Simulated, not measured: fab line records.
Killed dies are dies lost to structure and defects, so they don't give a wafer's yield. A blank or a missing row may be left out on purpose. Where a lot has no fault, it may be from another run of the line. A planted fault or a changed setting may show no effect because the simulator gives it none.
Which tool is to blame? || flow sky130 || 24 lots, 72 wafers sampled, at 2 steps of a route of 708

## WHAT EACH GAUGE READ, for each wafer
SKY_METAL2_OVL_MEAS_16. Usual: METAL2_OVL 3 nm, standard deviation 5.6.
{"lot": "L075", "measured": "day 36 18:56", "on": "overlay-01", "METAL2_OVL (nm)": "4 5 5", "flag": ""}
{"lot": "L078", "measured": "day 36 20:28", "on": "overlay-02", "METAL2_OVL (nm)": "2 0 3", "flag": ""}
{"lot": "L076", "measured": "day 37 01:31", "on": "overlay-01", "METAL2_OVL (nm)": "-3 -2 0", "flag": ""}
{"lot": "L074", "measured": "day 37 02:10", "on": "overlay-02", "METAL2_OVL (nm)": "0 2 1", "flag": ""}
{"lot": "L077", "measured": "day 37 04:34", "on": "overlay-01", "METAL2_OVL (nm)": "6 -3 1", "flag": ""}
{"lot": "L080", "measured": "day 37 11:31", "on": "overlay-01", "METAL2_OVL (nm)": "5 4 0", "flag": ""}
{"lot": "L079", "measured": "day 37 14:35", "on": "overlay-02", "METAL2_OVL (nm)": "7 7 3", "flag": ""}
{"lot": "L081", "measured": "day 37 18:02", "on": "overlay-01", "METAL2_OVL (nm)": "0 1 2", "flag": ""}
{"lot": "L082", "measured": "day 38 02:46", "on": "overlay-01", "METAL2_OVL (nm)": "5 1 3", "flag": ""}
{"lot": "L083", "measured": "day 38 11:53", "on": "overlay-01", "METAL2_OVL (nm)": "-1 2 2", "flag": ""}
{"lot": "L084", "measured": "day 38 18:37", "on": "overlay-02", "METAL2_OVL (nm)": "-2 6 12", "flag": ""}
{"lot": "L085", "measured": "day 38 21:55", "on": "overlay-02", "METAL2_OVL (nm)": "8 7 9", "flag": ""}
{"lot": "L086", "measured": "day 39 07:31", "on": "overlay-01", "METAL2_OVL (nm)": "-3 3 5", "flag": ""}
{"lot": "L087", "measured": "day 39 11:32", "on": "overlay-02", "METAL2_OVL (nm)": "-11 -2 1", "flag": ""}
{"lot": "L088", "measured": "day 39 15:43", "on": "overlay-01", "METAL2_OVL (nm)": "4 2 0", "flag": ""}
{"lot": "L089", "measured": "day 40 00:49", "on": "overlay-02", "METAL2_OVL (nm)": "8 9 10", "flag": ""}
{"lot": "L090", "measured": "day 40 13:37", "on": "overlay-02", "METAL2_OVL (nm)": "10 15 11", "flag": ""}
{"lot": "L091", "measured": "day 40 14:40", "on": "overlay-02", "METAL2_OVL (nm)": "22 19 16", "flag": ""}
{"lot": "L092", "measured": "day 40 21:10", "on": "overlay-01", "METAL2_OVL (nm)": "0 6 0", "flag": ""}
{"lot": "L093", "measured": "day 41 03:22", "on": "overlay-01", "METAL2_OVL (nm)": "7 -3 0", "flag": ""}
{"lot": "L094", "measured": "day 41 16:01", "on": "overlay-01", "METAL2_OVL (nm)": "8 -1 7", "flag": ""}
{"lot": "L095", "measured": "day 41 21:59", "on": "overlay-01", "METAL2_OVL (nm)": "-1 -3 -3", "flag": ""}
{"lot": "L096", "measured": "day 41 23:52", "on": "overlay-02", "METAL2_OVL (nm)": "-5 -5 -4", "flag": ""}
{"lot": "L097", "measured": "day 42 06:35", "on": "overlay-01", "METAL2_OVL (nm)": "4 6 6", "flag": ""}

## WHICH TOOL RAN EACH LOT (tool, then ch and the chambers of the sampled wafers, then the start)
{"lot": "L075", "SKY_METAL1_SPUTTER_00": "pvd-sputter-04, day 33 08:05"}
{"lot": "L078", "SKY_METAL1_SPUTTER_00": "pvd-sputter-01, day 33 09:14"}
{"lot": "L076", "SKY_METAL1_SPUTTER_00": "pvd-sputter-01, day 33 15:19"}
{"lot": "L074", "SKY_METAL1_SPUTTER_00": "pvd-sputter-04, day 33 15:29"}
{"lot": "L077", "SKY_METAL1_SPUTTER_00": "pvd-sputter-04, day 33 17:56"}
{"lot": "L080", "SKY_METAL1_SPUTTER_00": "pvd-sputter-01, day 34 02:10"}
{"lot": "L079", "SKY_METAL1_SPUTTER_00": "pvd-sputter-01, day 34 03:10"}
{"lot": "L081", "SKY_METAL1_SPUTTER_00": "pvd-sputter-02, day 34 07:04"}
{"lot": "L082", "SKY_METAL1_SPUTTER_00": "pvd-sputter-04, day 34 17:55"}
{"lot": "L083", "SKY_METAL1_SPUTTER_00": "pvd-sputter-01, day 35 03:29"}
{"lot": "L084", "SKY_METAL1_SPUTTER_00": "pvd-sputter-04, day 35 11:08"}
{"lot": "L085", "SKY_METAL1_SPUTTER_00": "pvd-sputter-01, day 35 12:14"}
{"lot": "L086", "SKY_METAL1_SPUTTER_00": "pvd-sputter-04, day 35 23:21"}
{"lot": "L087", "SKY_METAL1_SPUTTER_00": "pvd-sputter-02, day 36 04:32"}
{"lot": "L088", "SKY_METAL1_SPUTTER_00": "pvd-sputter-02, day 36 09:34"}
{"lot": "L089", "SKY_METAL1_SPUTTER_00": "pvd-sputter-04, day 36 18:02"}
{"lot": "L090", "SKY_METAL1_SPUTTER_00": "pvd-sputter-01, day 37 04:32"}
{"lot": "L091", "SKY_METAL1_SPUTTER_00": "pvd-sputter-04, day 37 09:29"}
{"lot": "L092", "SKY_METAL1_SPUTTER_00": "pvd-sputter-04, day 37 16:15"}
{"lot": "L093", "SKY_METAL1_SPUTTER_00": "pvd-sputter-02, day 37 23:25"}
{"lot": "L094", "SKY_METAL1_SPUTTER_00": "pvd-sputter-01, day 38 12:20"}
{"lot": "L095", "SKY_METAL1_SPUTTER_00": "pvd-sputter-02, day 38 16:55"}
{"lot": "L096", "SKY_METAL1_SPUTTER_00": "pvd-sputter-01, day 38 18:43"}
{"lot": "L097", "SKY_METAL1_SPUTTER_00": "pvd-sputter-04, day 39 03:38"}
- SKY_METAL1_SPUTTER_00: material Ti, target thk 15 nm, time 10 s.

## WHAT THE TOOLS THEMSELVES READ (means of the sampled wafers that have a number; where no wafer has one, the mark that the record gives instead)
SKY_METAL1_SPUTTER_00. Usual: throttle-valve-pct at 30.3 %, with a standard deviation of 1.2.
{"lot": "L075", "tool": "pvd-sputter-04", "throttle-valve-pct (%)": 30.4, "flag": ""}
{"lot": "L078", "tool": "pvd-sputter-01", "throttle-valve-pct (%)": 30.9, "flag": ""}
{"lot": "L076", "tool": "pvd-sputter-01", "throttle-valve-pct (%)": 31.6, "flag": ""}
{"lot": "L074", "tool": "pvd-sputter-04", "throttle-valve-pct (%)": 29.5, "flag": ""}
{"lot": "L077", "tool": "pvd-sputter-04", "throttle-valve-pct (%)": 29.6, "flag": ""}
{"lot": "L080", "tool": "pvd-sputter-01", "throttle-valve-pct (%)": 30.9, "flag": ""}
{"lot": "L079", "tool": "pvd-sputter-01", "throttle-valve-pct (%)": 30.3, "flag": ""}
{"lot": "L081", "tool": "pvd-sputter-02", "throttle-valve-pct (%)": 30.8, "flag": ""}
{"lot": "L082", "tool": "pvd-sputter-04", "throttle-valve-pct (%)": 30.7, "flag": ""}
{"lot": "L083", "tool": "pvd-sputter-01", "throttle-valve-pct (%)": 30.1, "flag": ""}
{"lot": "L084", "tool": "pvd-sputter-04", "throttle-valve-pct (%)": 30.5, "flag": ""}
{"lot": "L085", "tool": "pvd-sputter-01", "throttle-valve-pct (%)": 31.0, "flag": ""}
{"lot": "L086", "tool": "pvd-sputter-04", "throttle-valve-pct (%)": 30.1, "flag": ""}
{"lot": "L087", "tool": "pvd-sputter-02", "throttle-valve-pct (%)": 30.1, "flag": ""}
{"lot": "L088", "tool": "pvd-sputter-02", "throttle-valve-pct (%)": 30.7, "flag": ""}
{"lot": "L089", "tool": "pvd-sputter-04", "throttle-valve-pct (%)": 29.2, "flag": ""}
{"lot": "L090", "tool": "pvd-sputter-01", "throttle-valve-pct (%)": 31.4, "flag": ""}
{"lot": "L091", "tool": "pvd-sputter-04", "throttle-valve-pct (%)": 29.6, "flag": ""}
{"lot": "L092", "tool": "pvd-sputter-04", "throttle-valve-pct (%)": 28.6, "flag": ""}
{"lot": "L093", "tool": "pvd-sputter-02", "throttle-valve-pct (%)": 30.5, "flag": ""}
{"lot": "L094", "tool": "pvd-sputter-01", "throttle-valve-pct (%)": 30.5, "flag": ""}
{"lot": "L095", "tool": "pvd-sputter-02", "throttle-valve-pct (%)": 30.2, "flag": ""}
{"lot": "L096", "tool": "pvd-sputter-01", "throttle-valve-pct (%)": 30.9, "flag": ""}
{"lot": "L097", "tool": "pvd-sputter-04", "throttle-valve-pct (%)": 28.5, "flag": ""}

## THE ANSWER, worked out from the rows above alone
Rule: lot off if the mean of its wafers having a number is beyond 3 standard deviations from the usual mean. Also off: a lot with no number at a reading for which 4 or more lots have one. Where the step has rows for the other lots, those lots are counted as sound. The gauges are gone through in route order, then the tools' own readings, and for those a lot's mean is taken as printed above. At the first step where some lot is off, the reading lying furthest off is the one used; lots without a number count as furthest.
Across all readings shown, no lot is off: no conclusion can be drawn from this.

## WHAT THE SIMULATOR PUT IN
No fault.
